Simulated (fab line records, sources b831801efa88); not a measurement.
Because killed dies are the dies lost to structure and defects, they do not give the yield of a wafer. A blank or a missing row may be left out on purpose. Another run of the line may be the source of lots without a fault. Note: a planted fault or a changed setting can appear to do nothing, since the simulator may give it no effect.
fab line records	flow sky130	part 1 of 2: steps 1 to 28 of 37
record: lots: 5	wafers: 15	lastDay: 50
route steps=708 shown CONTACT@407 METAL1@434
lots untouched by any fault: they come from a run of this same line in which no faults occurred
startH: the number of hours between the record's first day and the start of the first shown wafer of the lot	waitH: hours from the lot's prior step to this one	" identical to the entry in the row above	L1.1+2: a row that stands for several wafers	- value missing, or start not given	* or withheld: withheld	< > ~ a bound
route shown NAME@n: NAME is a module with steps in the file, n the number in the route of the first one	usual: the fault-free wafers' mean and standard deviation	same: alike in all rows	chamber/n: place in a boat	sites: each site's reading	_std_site: standard deviation across them	_edge_site: inner sites' mean taken away from outer sites' mean	radiusMm: for every site, how far away it sits from the centre of the wafer	mask NAME#n: copy n	behind: the most recent tool/chamber to have shaped the wafer	hold: what put the lot on hold/how long, in hours/how the hold closed	device: transistor that didn't switch, given as n, p or np	end of line: tests of these same wafers at the route's end	a step without rows: its recipe alone	killed: the dies lost at the first sort to structure and to defects; this is not the yield of the wafer	map: per-die view of a wafer (x killed, . not killed, _ where there is no die)
set.NAME: the setting that was run; set.NAME@STEP: the one run at that earlier step	model.NAME: the simulator's own value behind a step, which no gauge read
a table for each step, a row for each wafer; lots at some steps of the route
services: the hour from which a tool's chamber was out of use, counted from the record's first day as startH (under 0 if before that day), plus the number of hours and why
== steps ==
step: SKY_CONTACT_THK_MEAS_01
recipe: reads: Si3N4_of_CONTACT_CVD_00
usual: CONTACT_CVD_00_THK: 74.9/0.75
lot.wafer	tool	chamber	startH	waitH	CONTACT_CVD_00_THK[nm]
L082.2	filmMetro-02	-	777.63	-	75.3
L082.3	"	-	"	"	74.8
L082.6	"	-	"	"	75.7
L084.2	filmMetro-02	-	799.99	-	73.7
L084.3	"	-	"	"	74.0
L084.5	"	-	"	"	75.0
L086.2	filmMetro-02	-	806.57	-	74.2
L086.3	"	-	"	"	74.3
L086.6	"	-	"	"	75.1
L087.1	filmMetro-02	-	808.60	-	74.0
L087.3	"	-	"	"	75.4
L087.5	"	-	"	"	74.7
L097.2	filmMetro-01	-	874.18	-	73.8
L097.3	"	-	"	"	73.9
L097.6	"	-	"	"	76.2
step: SKY_CONTACT_HDPCVD_02
recipe: material: SiO2	targetThkNm: 565	sigmaOpenFrac: 0.3	timeS: 94.2	tempC: 600	sih4FlowSccm: 60	pressureMtorr: 6
usual: pressureMtorr: 6.001/0.012
same: timeS: 94.2
lot.wafer	tool	chamber	startH	waitH	pressureMtorr
L082.2	hdpcvd-01	1	777.68	0.0	5.986
L082.3	"	2	"	"	6.006
L082.6	"	1	"	"	6.010
L084.2	hdpcvd-02	0	800.04	0.0	6.006
L084.3	"	2	"	"	6.009
L084.5	"	0	"	"	6.015
L086.2	hdpcvd-01	1	806.62	0.0	5.997
L086.3	"	0	"	"	6.010
L086.6	"	1	"	"	6.004
L087.1	hdpcvd-02	0	808.66	0.1	6.017
L087.3	"	2	"	"	6.002
L087.5	"	1	"	"	6.009
L097.2	hdpcvd-01	0	874.23	0.0	6.012
L097.3	"	1	"	"	6.019
L097.6	"	2	"	"	5.984
step: SKY_CONTACT_THK_MEAS_03
recipe: reads: SiO2_of_CONTACT_HDPCVD_02
usual: CONTACT_HDPCVD_THK: 567/5.9
lot.wafer	tool	chamber	startH	waitH	CONTACT_HDPCVD_THK[nm]
L082.2	filmMetro-02	-	777.76	0.0	563
L082.3	"	-	"	"	567
L082.6	"	-	"	"	565
L084.2	filmMetro-02	-	800.11	0.0	564
L084.3	"	-	"	"	569
L084.5	"	-	"	"	569
L086.2	filmMetro-02	-	806.81	0.2	557
L086.3	"	-	"	"	559
L086.6	"	-	"	"	566
L087.1	filmMetro-01	-	808.73	0.0	560
L087.3	"	-	"	"	562
L087.5	"	-	"	"	564
L097.2	filmMetro-02	-	874.31	0.0	572
L097.3	"	-	"	"	572
L097.6	"	-	"	"	569
step: SKY_CONTACT_CMP_04
recipe: material: SiO2	downForcePsi: 4	platenRpm: 60	padVelocityMS: 0.94248
usual: headPressurePsi: 4.001/0.0087	motorCurrentA: 12.6/2.2	timeToEndpointS: 83/4.9
lot.wafer	tool	chamber	startH	waitH	headPressurePsi	motorCurrentA	timeToEndpointS
L082.3	cmp-02	0	777.81	0.0	4.009	12.1	82
L082.2	"	2	"	"	4.000	11.0	84
L082.6	"	0	"	"	4.005	11.7	79
L084.3	cmp-01	3	800.21	0.1	3.995	12.6	89
L084.2	"	1	"	"	3.995	10.5	84
L084.5	"	3	"	"	4.002	11.8	93
L086.2	cmp-01	3	806.86	0.0	4.006	12.2	79
L086.3	"	1	"	"	3.997	10.8	78
L086.6	"	0	"	"	4.001	10.4	80
L087.3	cmp-01	0	808.89	0.1	4.011	11.1	78
L087.1	"	1	"	"	3.998	11.2	75
L087.5	"	2	"	"	4.003	17.1	79
L097.3	cmp-02	2	874.46	0.1	4.009	10.8	84
L097.2	"	3	"	"	4.009	13.7	78
L097.6	"	1	"	"	3.998	13.6	75
step: SKY_CONTACT_BOW_MEAS_05
recipe: mode: bow
usual: CONTACT_BOW: 83/6.7
lot.wafer	tool	chamber	startH	waitH	CONTACT_BOW[um]
L082.2	filmMetro-02	-	778.13	0.2	69
L082.3	"	-	"	"	81
L082.6	"	-	"	"	87
L084.2	filmMetro-02	-	800.48	0.1	76
L084.3	"	-	"	"	78
L084.5	"	-	"	"	85
L086.2	filmMetro-02	-	807.29	0.4	82
L086.3	"	-	"	"	82
L086.6	"	-	"	"	87
L087.1	filmMetro-01	-	809.09	0.1	92
L087.3	"	-	"	"	76
L087.5	"	-	"	"	87
L097.2	filmMetro-02	-	874.68	0.1	84
L097.3	"	-	"	"	94
L097.6	"	-	"	"	82
step: SKY_CONTACT_DEHYDRATE_06
recipe: tempC: 200	timeS: 60
same: timeS: 60
lot.wafer	tool	chamber	startH	waitH
L082.2+3+6	lithoTrack-04	0	790.93	12.8
L084.2+3+5	lithoTrack-01	0	812.66	12.2
L086.2+3+6	lithoTrack-01	0	819.86	12.6
L087.1+3+5	lithoTrack-01	0	821.64	12.5
L097.2+3+6	lithoTrack-01	0	886.66	12.0
step: SKY_CONTACT_HMDS_07
recipe: primeTimeS: 60	primeTempC: 120
usual: primeTempC: 120.05/0.14
lot.wafer	tool	chamber	startH	waitH	primeTempC
L082.2	lithoTrack-04	0	791.08	0.1	119.91
L082.3	"	0	"	"	119.82
L082.6	"	0	"	"	119.67
L084.2	lithoTrack-01	0	812.81	0.1	120.20
L084.3	"	0	"	"	120.29
L084.5	"	0	"	"	120.13
L086.2	lithoTrack-01	0	820.01	0.1	120.02
L086.3	"	0	"	"	120.21
L086.6	"	0	"	"	119.81
L087.1	lithoTrack-01	0	821.79	0.1	120.13
L087.3	"	0	"	"	120.13
L087.5	"	0	"	"	119.92
L097.2	lithoTrack-01	0	886.81	0.1	120.14
L097.3	"	0	"	"	120.15
L097.6	"	0	"	"	120.02
step: SKY_CONTACT_COAT_08
recipe: resist: BARC	tempC: withheld	timeS: withheld	spinRpm: 3000	resistThkNm: 60
lot.wafer	tool	chamber	startH	waitH
L082.2+3+6	lithoTrack-04	0	791.23	0.1
L084.2+3+5	lithoTrack-01	0	812.96	0.1
L086.2+3+6	lithoTrack-01	0	820.16	0.1
L087.1+3+5	lithoTrack-01	0	821.94	0.1
L097.2+3+6	lithoTrack-01	0	886.96	0.1
step: SKY_CONTACT_COAT_09
recipe: resist: KrF-thick	spinRpm: 3000	resistThkNm: 450
lot.wafer	tool	chamber	startH	waitH
L082.2+3+6	lithoTrack-04	0	-	-
L084.2+3+5	lithoTrack-01	0	-	-
L086.2+3+6	lithoTrack-01	0	-	-
L087.1+3+5	lithoTrack-01	0	-	-
L097.2+3+6	lithoTrack-01	0	-	-
step: SKY_CONTACT_SOFTBAKE_10
recipe: tempC: 100	timeS: 90	resist: KrF-thick
same: timeS: 90
lot.wafer	tool	chamber	startH	waitH
L082.2+3+6	lithoTrack-04	0	-	-
L084.2+3+5	lithoTrack-01	0	-	-
L086.2+3+6	lithoTrack-01	0	-	-
L087.1+3+5	lithoTrack-01	0	-	-
L097.2+3+6	lithoTrack-01	0	-	-
step: SKY_CONTACT_EXPOSE_11
recipe: maskId: CTM1	na: 0.8	sourceShape: annular	sigmaInner: 0.55	sigmaOuter: 0.85	targetCdNm: 170	doseMj: 38
lot.wafer	tool	chamber	startH	waitH	mask
L082.2+3+6	krfScanner-01	0	-	-	CTM1#0
L084.2+3+5	krfScanner-02	0	-	-	CTM1#0
L086.2+3+6	krfScanner-01	0	-	-	CTM1#0
L087.1+3+5	krfScanner-02	0	-	-	CTM1#0
L097.2+3+6	krfScanner-02	0	-	-	CTM1#0
step: SKY_CONTACT_PEB_12
recipe: pebTempC: withheld	pebTimeS: withheld	resist: KrF-thick
lot.wafer	tool	chamber	startH	waitH
L082.2+3+6	lithoTrack-01	0	-	-
L084.2+3+5	lithoTrack-01	0	-	-
L086.2+3+6	lithoTrack-01	0	-	-
L087.1+3+5	lithoTrack-01	0	-	-
L097.2+3+6	lithoTrack-04	0	-	-
step: SKY_CONTACT_DEVELOP_13
recipe: developTimeS: 60	resist: KrF-thick	devTempC: 21
lot.wafer	tool	chamber	startH	waitH
L082.2+3+6	lithoTrack-01	0	-	-
L084.2+3+5	lithoTrack-01	0	-	-
L086.2+3+6	lithoTrack-01	0	-	-
L087.1+3+5	lithoTrack-01	0	-	-
L097.2+3+6	lithoTrack-04	0	-	-
step: SKY_CONTACT_CD_MEAS_14
recipe: targetCdNm: 170
usual: cdNm: 169.9/1.3
lot.wafer	tool	chamber	startH	waitH	cdNm
L082.2	cdSem-02	-	804.76	-	170.9
L082.3	"	-	"	"	171.3
L082.6	"	-	"	"	170.6
L084.2	cdSem-01	-	826.71	-	167.5
L084.3	"	-	"	"	167.1
L084.5	"	-	"	"	167.2
L086.2	cdSem-02	-	833.01	-	167.7
L086.3	"	-	"	"	168.0
L086.6	"	-	"	"	168.2
L087.1	cdSem-01	-	834.64	-	170.4
L087.3	"	-	"	"	171.8
L087.5	"	-	"	"	170.2
L097.2	cdSem-01	-	899.98	-	170.7
L097.3	"	-	"	"	170.6
L097.6	"	-	"	"	170.2
step: SKY_CONTACT_OVL_MEAS_15
usual: CONTACT_OVL: -2/5.9
lot.wafer	tool	chamber	startH	waitH	CONTACT_OVL[nm]
L082.2	overlay-01	-	804.86	0.1	-4
L082.3	"	-	"	"	-7
L082.6	"	-	"	"	-5
L084.2	overlay-02	-	826.81	0.1	-8
L084.3	"	-	"	"	-5
L084.5	"	-	"	"	-13
L086.2	overlay-02	-	833.11	0.1	-1
L086.3	"	-	"	"	6
L086.6	"	-	"	"	-4
L087.1	overlay-02	-	834.76	0.1	10
L087.3	"	-	"	"	5
L087.5	"	-	"	"	9
L097.2	overlay-02	-	900.09	0.1	-1
L097.3	"	-	"	"	-9
L097.6	"	-	"	"	11
step: SKY_CONTACT_ETCH_16
recipe: chemistry: N2/H2	target: BARC	ionEnergyEv: 200	sourceW: 500	biasW: 100	pressureMtorr: 30	n2FlowSccm: 100	h2FlowSccm: 200	stopOn: SiO2	timeS: 45.9	targetDepthA: 600
usual: drypumpMotorCurrentA: 5.8/0.35	oesProductAu: 0.854/0.0041	throttleValvePct: 13.224/0.0096
same: timeS: 45.9
lot.wafer	tool	chamber	startH	waitH	drypumpMotorCurrentA	oesProductAu	rfHoursCounterH	throttleValvePct
L082.2	rieDiel-02	1	804.89	0.0	5.9	0.855	0	13.212
L082.3	"	3	"	"	6.1	0.855	20	13.226
L082.6	"	3	"	"	6.1	0.854	-	13.224
L084.2	rieDiel-02	2	826.84	0.0	5.4	0.858	19	13.217
L084.3	"	3	"	"	6.1	0.852	21	13.224
L084.5	"	3	"	"	6.1	0.858	-	13.233
L086.2	rieDiel-03	3	833.14	0.0	5.8	0.855	16	13.226
L086.3	"	0	"	"	6.4	0.853	16	13.219
L086.6	"	1	"	"	5.2	0.852	-	13.224
L087.1	rieDiel-02	3	834.79	0.0	6.1	0.850	21	13.235
L087.3	"	2	"	"	5.4	0.850	20	13.236
L087.5	"	3	"	"	6.1	0.850	-	13.221
L097.2	rieDiel-02	3	900.12	0.0	6.1	0.854	24	13.220
L097.3	"	1	"	"	5.9	0.854	5	13.218
L097.6	"	3	"	"	6.1	0.858	-	13.243
step: SKY_CONTACT_ETCH_17
recipe: target: SiO2	chemistry: C4F8/O2/Ar	stopOn: Si3N4	maskMaterial: KrF-thick	sourceW: 1500	biasW: 1200	pressureMtorr: 40	c4f8FlowSccm: withheld	O2_flow_sccm: 6	Ar_flow_sccm: 300	timeS: withheld	targetDepthA: 3400
usual: oesProductAu: 0.891/0.005
lot.wafer	tool	chamber	startH	waitH	oesProductAu
L082.2	rieDiel-02	1	804.94	0.0	0.889
L082.3	"	3	"	"	0.890
L082.6	"	3	"	"	0.889
L084.2	rieDiel-02	2	826.89	0.0	0.894
L084.3	"	3	"	"	0.893
L084.5	"	3	"	"	0.892
L086.2	rieDiel-03	3	833.19	0.0	0.890
L086.3	"	0	"	"	0.886
L086.6	"	1	"	"	0.886
L087.1	rieDiel-02	3	834.84	0.0	0.892
L087.3	"	2	"	"	0.884
L087.5	"	3	"	"	0.878
L097.2	rieDiel-02	3	900.16	0.0	0.886
L097.3	"	1	"	"	0.889
L097.6	"	3	"	"	0.888
step: SKY_CONTACT_ETCH_18
recipe: target: Si3N4	chemistry: CHF3/O2	stopOn: TiN	sourceW: 600	biasW: 200	pressureMtorr: 40	chf3FlowSccm: 50	O2_flow_sccm: 5	timeS: 39	targetDepthA: 750
usual: drypumpMotorCurrentA: 5.8/0.35	oesProductAu: 0.854/0.0065	throttleValvePct: 8.793/0.01
same: timeS: 39
lot.wafer	tool	chamber	startH	waitH	drypumpMotorCurrentA	oesProductAu	rfHoursCounterH	throttleValvePct
L082.2	rieDiel-02	1	-	-	5.9	0.846	1	8.791
L082.3	"	3	"	"	6.1	0.845	20	8.780
L082.6	"	3	"	"	6.1	0.854	-	8.807
L084.2	rieDiel-02	2	-	-	5.4	0.853	19	8.795
L084.3	"	3	"	"	6.1	0.838	21	8.796
L084.5	"	3	"	"	6.1	0.845	-	8.798
L086.2	rieDiel-03	3	-	-	5.7	0.847	16	8.791
L086.3	"	0	"	"	6.4	0.847	16	8.776
L086.6	"	1	"	"	5.2	0.856	-	8.787
L087.1	rieDiel-02	3	-	-	6.1	0.854	21	8.792
L087.3	"	2	"	"	5.4	0.860	20	8.799
L087.5	"	3	"	"	6.1	0.858	-	8.795
L097.2	rieDiel-02	3	-	-	6.1	0.846	24	8.791
L097.3	"	1	"	"	5.9	0.845	5	8.792
L097.6	"	3	"	"	6.1	0.866	-	8.792
step: SKY_CONTACT_STRIP_19
recipe: chemistry: O2/N2	powerW: 1400	pressureMtorr: 1500	platenTempC: withheld	o2FlowSccm: 3000	n2FlowSccm: 300	overashFraction: 0.5
usual: drypumpMotorCurrentA: 5.85/0.29	oesProductAu: 0.380/0.0049	stripTimeToEndpointS: 3.62/0.03
lot.wafer	tool	chamber	startH	waitH	drypumpMotorCurrentA	oesProductAu	rfHoursCounterH	stripTimeToEndpointS
L082.2	plasmaAsher-03	1	805.03	-	5.32	0.385	5	3.62
L082.3	"	0	"	"	6.07	0.384	-	3.62
L082.6	"	1	"	"	5.32	0.379	-	3.64
L084.2	plasmaAsher-02	0	826.98	-	5.84	0.385	70	3.63
L084.3	"	0	"	"	5.86	0.369	-	3.61
L084.5	"	1	"	"	5.72	0.381	-	3.62
L086.2	plasmaAsher-01	1	833.28	-	6.21	0.384	41	3.61
L086.3	"	1	"	"	6.22	0.382	-	3.56
L086.6	"	0	"	"	5.93	0.383	-	3.61
L087.1	plasmaAsher-02	1	834.93	-	5.75	0.382	71	3.64
L087.3	"	1	"	"	5.73	0.380	-	3.61
L087.5	"	1	"	"	5.72	0.382	-	3.65
L097.2	plasmaAsher-03	0	900.25	-	6.07	0.380	15	3.61
L097.3	"	0	"	"	6.08	0.374	-	3.56
L097.6	"	1	"	"	5.33	0.380	-	3.62
step: SKY_CONTACT_STRIP_20
recipe: chemistry: postEtchResidueRemover	timeS: 1200	tempC: 72.5
same: timeS: 1200
lot.wafer	tool	chamber	startH	waitH
L082.2+3+6	wetBench-04	3	805.13	0.1
L084.2+3+5	wetBench-01	0	827.08	0.1
L086.2+3+6	wetBench-04	0	833.38	0.1
L087.1+3+5	wetBench-04	0	835.03	0.1
L097.2+3+6	wetBench-03	3	900.35	0.1
step: SKY_CONTACT_CLEAN_21
recipe: chemistry: IPA	timeS: 180	tempC: 25
same: timeS: 180
lot.wafer	tool	chamber	startH	waitH
L082.2+3+6	wetBench-03	2	805.47	0.0
L084.2+3+5	wetBench-01	1	827.42	0.0
L086.2+3+6	wetBench-03	3	833.72	0.0
L087.1+3+5	wetBench-01	0	835.37	0.0
L097.2+3+6	wetBench-04	3	900.69	0.0
step: SKY_CONTACT_CLEAN_22
recipe: chemistry: O3/DIW	dry: n2Spin
lot.wafer	tool	chamber	startH	waitH
L082.2+3+6	wetBench-04	3	805.53	0.0
L084.2+3+5	wetBench-01	0	827.48	0.0
L086.2+3+6	wetBench-01	3	833.78	0.0
L087.1+3+5	wetBench-04	0	835.43	0.0
L097.2+3+6	wetBench-01	0	900.75	0.0
step: SKY_CONTACT_SPUTTER_23
recipe: material: TiN	targetThkNm: 20	chamberPressurePa: 5	powerW: 4000	timeS: 80
usual: chamberPressurePa: 5.000/0.0096	throttleValvePct: 29.9/1.4
same: timeS: 80
lot.wafer	tool	chamber	startH	waitH	chamberPressurePa	throttleValvePct
L082.2	pvdSputter-04	-	805.62	0.0	4.995	30.7
L082.3	"	-	"	"	4.997	26.8
L082.6	"	-	"	"	5.003	32.3
L084.2	pvdSputter-02	-	827.57	0.0	5.017	29.9
L084.3	"	-	"	"	5.001	31.4
L084.5	"	-	"	"	4.996	30.3
L086.2	pvdSputter-02	-	833.87	0.0	5.000	30.1
L086.3	"	-	"	"	4.992	27.9
L086.6	"	-	"	"	4.993	29.8
L087.1	pvdSputter-03	-	835.52	0.0	5.016	29.2
L087.3	"	-	"	"	4.996	29.1
L087.5	"	-	"	"	5.013	31.1
L097.2	pvdSputter-04	-	900.85	0.0	4.996	30.0
L097.3	"	-	"	"	5.010	30.7
L097.6	"	-	"	"	4.998	32.0
step: SKY_CONTACT_CVD_24
recipe: material: W	targetThkNm: 340	timeS: 102.12	tempC: 400	pressureTorr: 40
usual: heaterPowerW: 938/110
same: timeS: 102.12
lot.wafer	tool	chamber	startH	waitH	heaterPowerW
L082.2	cvdW-01	1	805.68	0.0	1034
L082.3	"	1	"	"	1037
L082.6	"	1	"	"	1043
L084.2	cvdW-02	0	827.63	0.0	836
L084.3	"	0	"	"	827
L084.5	"	0	"	"	835
L086.2	cvdW-01	0	833.93	0.0	815
L086.3	"	0	"	"	817
L086.6	"	0	"	"	814
L087.1	cvdW-02	1	835.58	0.0	1029
L087.3	"	1	"	"	1070
L087.5	"	0	"	"	853
L097.2	cvdW-01	0	900.91	0.0	822
L097.3	"	1	"	"	1052
L097.6	"	0	"	"	814
step: SKY_CONTACT_RS_MEAS_25
recipe: thkMeasGauge: four-point-probe	reads: W_of_CONTACT_CVD_24+TiN_of_CONTACT_SPUTTER_23
usual: CONTACT_W_RS: 0.331/0.0069
lot.wafer	tool	chamber	startH	waitH	CONTACT_W_RS[ohm/sq]
L082.2	filmMetro-02	-	805.81	0.1	0.326
L082.3	"	-	"	"	0.322
L082.6	"	-	"	"	0.325
L084.2	filmMetro-02	-	827.76	0.1	0.339
L084.3	"	-	"	"	0.341
L084.5	"	-	"	"	0.340
L086.2	filmMetro-02	-	834.06	0.1	0.336
L086.3	"	-	"	"	0.336
L086.6	"	-	"	"	0.337
L087.1	filmMetro-04	-	835.69	0.1	0.336
L087.3	"	-	"	"	0.343
L087.5	"	-	"	"	0.341
L097.2	filmMetro-01	-	901.04	0.1	0.334
L097.3	"	-	"	"	0.320
L097.6	"	-	"	"	0.330
step: SKY_CONTACT_THK_MEAS_26
recipe: thkMeasGauge: xrf	reads: W_of_CONTACT_CVD_24
usual: CONTACT_W_THK: 350/7.9
lot.wafer	tool	chamber	startH	waitH	CONTACT_W_THK[nm]
L082.2	filmMetro-02	-	805.92	0.1	355
L082.3	"	-	"	"	361
L082.6	"	-	"	"	354
L084.2	filmMetro-02	-	827.87	0.1	340
L084.3	"	-	"	"	338
L084.5	"	-	"	"	339
L086.2	filmMetro-02	-	834.17	0.1	344
L086.3	"	-	"	"	342
L086.6	"	-	"	"	343
L087.1	filmMetro-04	-	835.81	0.1	343
L087.3	"	-	"	"	337
L087.5	"	-	"	"	339
L097.2	filmMetro-01	-	901.15	0.1	347
L097.3	"	-	"	"	360
L097.6	"	-	"	"	351
step: SKY_CONTACT_CMP_27
recipe: stopOn: SiO2	tOverpolishS: 15	downForcePsi: 3.5	platenRpm: 60	targetThkNm: 0	padVelocityMS: 0.94248
usual: headPressurePsi: 3.500/0.0068	motorCurrentA: 11.6/2	overpolishRunS: 15.000/0.0085	timeToEndpointS: 82/5.1
lot.wafer	tool	chamber	startH	waitH	headPressurePsi	motorCurrentA	overpolishRunS	timeToEndpointS
L082.2	cmp-01	2	805.97	0.0	3.501	15.8	14.989	80
L082.3	"	3	"	"	3.498	12.0	14.993	86
L082.6	"	2	"	"	3.490	15.8	15.021	80
L084.2	cmp-02	2	828.02	0.1	3.501	9.9	15.004	82
L084.3	"	3	"	"	3.491	12.2	14.988	76
L084.5	"	0	"	"	3.492	11.1	15.012	76
L086.3	cmp-02	0	834.22	0.0	3.496	11.4	14.999	83
L086.2	"	1	"	"	3.501	12.3	14.995	78
L086.6	"	0	"	"	3.492	11.1	14.998	79
L087.3	cmp-01	0	835.87	0.0	3.498	9.4	14.991	72
L087.1	"	2	"	"	3.502	14.9	15.004	76
L087.5	"	1	"	"	3.501	10.0	15.008	70
L097.2	cmp-01	3	901.25	0.1	3.488	11.4	15.013	87
L097.3	"	0	"	"	3.500	9.3	14.989	88
L097.6	"	2	"	"	3.493	15.4	15.004	82
step: SKY_METAL1_SPUTTER_00
recipe: material: Ti	targetThkNm: 15	powerW: 3000	timeS: 10	chamberPressurePa: 0.4
usual: chamberPressurePa: 0.4000/0.00079	throttleValvePct: 29.8/1.3
same: timeS: 10
lot.wafer	tool	chamber	startH	waitH	chamberPressurePa	throttleValvePct
L082.2	pvdSputter-04	-	806.27	0.2	0.4001	30.6
L082.3	"	-	"	"	0.4009	30.9
L082.6	"	-	"	"	0.3996	32.0
L084.2	pvdSputter-01	-	828.22	0.1	0.3991	30.6
L084.3	"	-	"	"	0.4007	29.4
L084.5	"	-	"	"	0.3991	28.7
L086.2	pvdSputter-03	-	834.52	0.2	0.3999	29.5
L086.3	"	-	"	"	0.4008	29.6
L086.6	"	-	"	"	0.3995	31.1
L087.1	pvdSputter-03	-	836.17	0.1	0.3997	29.2
L087.3	"	-	"	"	0.4009	29.7
L087.5	"	-	"	"	0.4002	30.9
L097.2	pvdSputter-03	-	901.50	0.2	0.4004	31.0
L097.3	"	-	"	"	0.4003	29.6
L097.6	"	-	"	"	0.4006	29.5
